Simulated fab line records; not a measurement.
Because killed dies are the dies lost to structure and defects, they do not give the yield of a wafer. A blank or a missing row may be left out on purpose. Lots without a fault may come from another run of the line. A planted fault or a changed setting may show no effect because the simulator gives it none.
2 desks looking at one fault / flow sky130 / every desk sees just its own numbers, and what lay behind them comes last

## THE METROLOGY DESK
Lot by lot, what the gauges showed, no matter which tool ran the lot: averages of those sampled wafers that carry a number. A lot is out of limits, marked OUT, if its mean lies more than 4 standard deviations from the usual mean; the brackets give that distance.
Columns: A = METAL2_ALCU_RS at SKY_METAL2_RS_MEAS_05, usual 0.1323 ohm/sq
lot=L246; first seen here=day 33 23:59; A=0.1315
lot=L247; first seen here=day 34 07:32; A=0.1341
lot=L248; first seen here=day 34 11:28; A=0.1315
lot=L251; first seen here=day 35 14:15; A=0.1326
lot=L252; first seen here=day 36 05:11; A=0.1328
lot=L256; first seen here=day 37 12:42; A=0.1318
lot=L257; first seen here=day 37 15:06; A=0.1331
lot=L258; first seen here=day 38 00:38; A=0.1331
lot=L259; first seen here=day 38 08:08; A=0.1314
lot=L260; first seen here=day 38 11:34; A=0.1343
lot=L261; first seen here=day 38 22:59; A=0.1310
lot=L263; first seen here=day 39 21:35; A=0.1306
This desk's finding: nothing out of limits on any of the 12 lots.

## TOOL OWNER'S DESK, litho_track-02
The tool's own readings at SKY_VIA2_DEVELOP_11 (develop time 60 s): means of the sampled wafers that have a number, for each lot that ran on this tool. A lot is out of limits, marked OUT, if its mean lies more than 4 standard deviations from the usual mean; the brackets give that distance.
Columns: A = developer_temp_C at SKY_VIA2_DEVELOP_11, usual 21.00 C
lot=L252; first seen here=day 38 10:00; A=20.83
lot=L257; first seen here=day 39 18:00; A=20.98
lot=L259; first seen here=day 40 10:00; A=20.98
lot=L260; first seen here=day 40 14:00; A=21.66 (+6.0) OUT
lot=L263; first seen here=day 41 22:00; A=21.59 (+5.3) OUT
Finding of this desk: L260, L263 out of limits; the first was L260 at day 40 14:00, on developer_temp_C at SKY_VIA2_DEVELOP_11. L252, L257, L259 stayed within limits.

## TAKEN TOGETHER
On L260, L263, at day 40 14:00, an alarm was possible from the tool owner's desk.
Metrology desk: nothing out of limits seen.
The metrology desk has L260, L263 on record, within its limits.
On litho_track-02, each named lot ran SKY_VIA2_DEVELOP_11.

## WHAT THE SIMULATOR PUT IN
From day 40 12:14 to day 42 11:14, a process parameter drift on litho_track-02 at SKY_VIA2_DEVELOP_11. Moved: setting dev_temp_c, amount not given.
Shown lots that were struck: L260, L263.
How many hours passed from the start of the fault until each desk's first out-of-limits reading: the tool owner's desk, 2.
